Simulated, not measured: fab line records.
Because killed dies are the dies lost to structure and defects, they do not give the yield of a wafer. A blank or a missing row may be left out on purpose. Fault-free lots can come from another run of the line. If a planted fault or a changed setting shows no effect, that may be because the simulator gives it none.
Which tool was responsible? ; flow sky130 ; 10 lots, 30 wafers sampled, at 6 steps of a route of 708

WHAT EACH GAUGE READ, for each wafer
SKY_VIA1_THK_MEAS_01. Usual: for VIA1_HDPCVD_THK the level is 1077 nm and the standard deviation is 10.
lot;measured;on;VIA1_HDPCVD_THK (nm);flag
L724;day 33 05:27;film metro-02;1057 1065 1076;
L730;day 35 19:25;film metro-04;1085 1065 1069;
L732;day 35 22:09;film metro-04;1089 1087 1082;
L731;day 36 02:21;film metro-04;1076 1073 1082;
L734;day 36 14:17;film metro-03;1067 1080 1081;
L733;day 36 21:14;film metro-03;1083 1082 1081;
L735;day 36 23:30;film metro-03;1089 1080 1077;
L743;day 40 02:49;film metro-03;1069 1055 1074;
L744;day 40 03:08;film metro-04;1082 1085 1083;
L745;day 40 22:26;film metro-04;1079 1060 1072;

SKY_METAL2_RS_MEAS_05: the measuring method here is four-point-probe. Usual: for METAL2_ALCU_RS the level is 0.1266 ohm/sq and the standard deviation is 0.0013.
lot;measured;on;METAL2_ALCU_RS (ohm/sq);flag
L724;day 34 10:10;film metro-02;0.1281 0.1283 0.1289;
L730;day 36 22:56;film metro-01;0.1279 0.1268 0.1255;
L732;day 37 01:05;film metro-01;0.1274 0.1253 0.1267;
L731;day 37 06:17;film metro-04;0.1269 0.1287 0.1288;
L734;day 37 18:14;film metro-01;0.1202 0.1192 0.1212 0.1204 0.1194 0.1210;OFF
L733;day 38 00:57;film metro-01;0.1240 0.1247 0.1240;
L735;day 38 02:56;film metro-01;0.1212 0.1203 0.1213 0.1215 0.1207 0.1211;OFF
L743;day 41 05:11;film metro-01;0.1252 0.1264 0.1243;
L744;day 41 05:38;film metro-01;0.1285 0.1286 0.1286;
L745;day 42 00:49;film metro-01;0.1266 0.1276 0.1274;

SKY_METAL2_THK_MEAS_06: measures by xrf. Usual: for METAL2_ALCU_THK the level is 248 nm and the standard deviation is 3.4.
lot;measured;on;METAL2_ALCU_THK (nm);flag
L724;day 34 10:17;film metro-02;245 245 243;
L730;day 36 23:03;film metro-01;246 249 253;
L732;day 37 01:12;film metro-01;248 252 250;
L731;day 37 06:24;film metro-04;245 242 242;
L734;day 37 20:34;film metro-01;261 259 256 260 262 259;OFF
L733;day 38 01:02;film metro-01;255 253 254;
L735;day 38 04:11;film metro-01;256 259 260 257 259 256;
L743;day 41 05:17;film metro-01;249 249 253;
L744;day 41 05:45;film metro-01;245 242 243;
L745;day 42 00:56;film metro-01;248 247 249;

TOOL THAT RAN EACH LOT (tool first, then ch and the chambers of the sampled wafers, then the start)
lot;SKY_METAL1_DESCUM_17;SKY_VIA1_CMP_24;SKY_METAL2_SPUTTER_02
L724;rie metal-03 ch 0,1, day 33 04:28;cmp-01 ch 1,2, day 34 09:43;pvd sputter-02, day 34 10:04
L730;rie metal-03 ch 0,1, day 35 18:28;cmp-02 ch 0,2,3, day 36 22:38;pvd sputter-04, day 36 22:50
L732;rie metal-04 ch 0, day 35 21:04;cmp-02 ch 0,1, day 37 00:38;pvd sputter-04, day 37 00:59
L731;rie metal-01 ch 0, day 36 01:16;cmp-01 ch 0,2,3, day 37 05:53;pvd sputter-02, day 37 06:11
L734;rie metal-03 ch 0, day 36 13:13;cmp-02 ch 1,2, day 37 17:47;pvd sputter-04, day 37 18:08
L733;rie metal-04 ch 0,1, day 36 20:16;cmp-02 ch 2,3, day 38 00:27;pvd sputter-02, day 38 00:48
L735;rie metal-03 ch 0, day 36 22:26;cmp-02 ch 0,1, day 38 02:28;pvd sputter-04, day 38 02:49
L743;rie metal-04 ch 0,1, day 40 01:55;cmp-02 ch 0,2,3, day 41 04:46;pvd sputter-04, day 41 05:04
L744;rie metal-03 ch 0,1, day 40 02:15;cmp-01 ch 1,2,3, day 41 05:11;pvd sputter-02, day 41 05:32
L745;rie metal-03 ch 0,1, day 40 21:28;cmp-01 ch 1,2,3, day 42 00:23;pvd sputter-04, day 42 00:44
- SKY_METAL1_DESCUM_17: chemistry O2, time 8 s.
- SKY_VIA1_CMP_24: polishes, stops on SiO2, t overpolish 15 s, target thk 0 nm.
- SKY_METAL2_SPUTTER_02: material AlCu, target thk 250 nm, time 13.3 s.

WHAT THE TOOLS THEMSELVES READ (means of the sampled wafers that have a number; where no wafer has one, the mark that the record gives instead)
SKY_METAL1_DESCUM_17. Usual: drypump motor current A 5.7 A, standard deviation 0.35; oes product au 1.003 a.u., standard deviation 0.0089.
lot;tool;drypump motor current A (A);oes product au (a.u.);flag
L724;rie metal-03;6.0;1.001;
L730;rie metal-03;6.0;1.008;
L732;rie metal-04;5.7;1.003;
L731;rie metal-01;5.3;1.023;
L734;rie metal-03;5.4;1.011;
L733;rie metal-04;5.9;0.998;
L735;rie metal-03;5.4;1.002;
L743;rie metal-04;5.9;1.000;
L744;rie metal-03;5.7;1.012;
L745;rie metal-03;6.0;1.005;

SKY_VIA1_CMP_24. Usual: motor current A 10.7 A, standard deviation 0.88; overpolish run s 15.000 s, standard deviation 0.01; time to endpoint s 64.2 s, standard deviation 2.4.
lot;tool;motor current A (A);overpolish run s (s);time to endpoint s (s);flag
L724;cmp-01;10.9;14.995;64.0;
L730;cmp-02;10.7;14.995;62.4;
L732;cmp-02;10.5;15.000;64.4;
L731;cmp-01;11.3;15.004;63.7;
L734;cmp-02;10.5;14.996;63.7;
L733;cmp-02;10.4;14.992;62.3;
L735;cmp-02;10.6;14.998;66.2;
L743;cmp-02;10.6;14.997;65.6;
L744;cmp-01;11.0;14.992;63.6;
L745;cmp-01;10.8;15.006;64.2;

SKY_METAL2_SPUTTER_02. Usual: chamber pressure pa 0.4000 Pa, standard deviation 0.00075; throttle valve pct 29.6 %, standard deviation 0.89.
lot;tool;chamber pressure pa (Pa);throttle valve pct (%);flag
L724;pvd sputter-02;0.3996;29.5;
L730;pvd sputter-04;0.4004;30.3;
L732;pvd sputter-04;0.3999;29.2;
L731;pvd sputter-02;0.3998;29.4;
L734;pvd sputter-04;0.3263;33.6;OFF
L733;pvd sputter-02;0.4002;29.5;
L735;pvd sputter-04;0.3265;33.5;OFF
L743;pvd sputter-04;0.3991;29.2;
L744;pvd sputter-02;0.4005;29.4;
L745;pvd sputter-04;0.4006;30.2;

THE ANSWER, worked out from the rows above alone
Rule: lot off if the mean of its wafers having a number is beyond 3 standard deviations from the usual mean. A lot without any number at a reading at which 4 lots or more have one is off too. Where the step has rows for the other lots, those lots are counted as sound. Order of review: gauges by route order, followed by the tools' own readings, for which a lot's mean as printed above is used. At the first step where some lot is off, the reading lying furthest off is the one used; lots without a number count as furthest.
Off: L734, L735, seen at SKY_METAL2_RS_MEAS_05 (METAL2_ALCU_RS).
A tool fits if, at a process step before that reading, it ran every lot that is off, and no sound lot after the first of them. The gauges at SKY_METAL2_RS_MEAS_05 aren't tried: what is off there is off at SKY_METAL2_SPUTTER_02 too, on other tools, and a gauge's error can't cause that. No candidate that was tried fits.

WHAT WAS PUT IN BY THE SIMULATOR
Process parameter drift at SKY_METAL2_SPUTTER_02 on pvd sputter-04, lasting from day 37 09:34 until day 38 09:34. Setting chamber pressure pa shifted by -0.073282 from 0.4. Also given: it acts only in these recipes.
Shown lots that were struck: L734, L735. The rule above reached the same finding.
